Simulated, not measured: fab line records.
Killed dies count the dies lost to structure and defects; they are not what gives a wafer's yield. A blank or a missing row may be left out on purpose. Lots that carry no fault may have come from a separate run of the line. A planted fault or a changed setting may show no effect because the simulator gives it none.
Which tool was responsible? | flow gf180mcu | Sampling: 6 lots, 18 wafers, 4 of 602 route steps

== WHAT THE GAUGES SHOWED, per wafer ==
GF_PASSIVATION_THK_MEAS_01.
lot  | measured     | on            | PASSIVATION_CVD_00_THK (nm)
L556 | day 28 02:56 | film-metro-01 | 1010 1027 1028
L558 | day 28 22:58 | film-metro-04 | 1005 996 1014
L561 | day 29 23:08 | film-metro-02 | 982 995 999
L563 | day 30 13:06 | film-metro-02 | 984 990 997
L571 | day 33 08:11 | film-metro-04 | 976 974 994
L575 | day 33 17:49 | film-metro-02 | 999 998 994

== EACH LOT AND THE TOOL THAT RAN IT (in order: tool; ch and the chambers of the sampled wafers; start) ==
lot  | GF_HV_LDD_CLEAN_51              | GF_TOP_METAL_SPUTTER_02      | GF_TOP_METAL_METAL_ETCH_16
L556 | wet-bench-02 ch 3, day 12 11:44 | pvd-sputter-04, day 27 05:53 | rie-metal-03 ch 0,1, day 28 02:05
L558 | wet-bench-02 ch 2, day 13 01:58 | pvd-sputter-01, day 28 02:29 | rie-metal-04 ch 1, day 28 22:07
L561 | wet-bench-02 ch 1, day 14 07:52 | pvd-sputter-04, day 29 03:35 | rie-metal-02 ch 0,1, day 29 22:20
L563 | wet-bench-02 ch 2, day 14 21:26 | pvd-sputter-03, day 29 17:25 | rie-metal-03 ch 0,1, day 30 12:18
L571 | wet-bench-03 ch 0, day 17 18:38 | pvd-sputter-01, day 32 14:37 | rie-metal-02 ch 0,1, day 33 07:17
L575 | wet-bench-03 ch 2, day 19 05:41 | pvd-sputter-03, day 33 01:14 | rie-metal-02 ch 0,1, day 33 17:01
- GF_HV_LDD_CLEAN_51: cleans in SC1/SC2, time 150 s.
- GF_TOP_METAL_SPUTTER_02: material AlCu, target thk 900 nm, time 47.82 s.
- GF_TOP_METAL_METAL_ETCH_16: etches the open film in Cl2/BCl3, stops on SiO2, target depth 1197 nm, time 199.5 s.

== THE ANSWER, worked out from the rows above alone ==
Rule: what is usual is taken from the lots themselves. Put in order of their means at a reading, lots are off if they are a third of the lots or fewer, leave a main group of 4 or more, and stand apart from it by a gap of 3 or more times the standard deviation of the main group's means; of several such gaps the widest counts. The tables above print the reading to a certain number of digits; a main group whose means all agree to those digits is not used. Also off: a lot with no number at a reading for which 4 or more lots have one. Where the step has rows for the other lots, those lots are counted as sound.
No lot is off at any reading shown: from this, nothing can be told.

== WHAT THE SIMULATOR HAD INSERTED ==
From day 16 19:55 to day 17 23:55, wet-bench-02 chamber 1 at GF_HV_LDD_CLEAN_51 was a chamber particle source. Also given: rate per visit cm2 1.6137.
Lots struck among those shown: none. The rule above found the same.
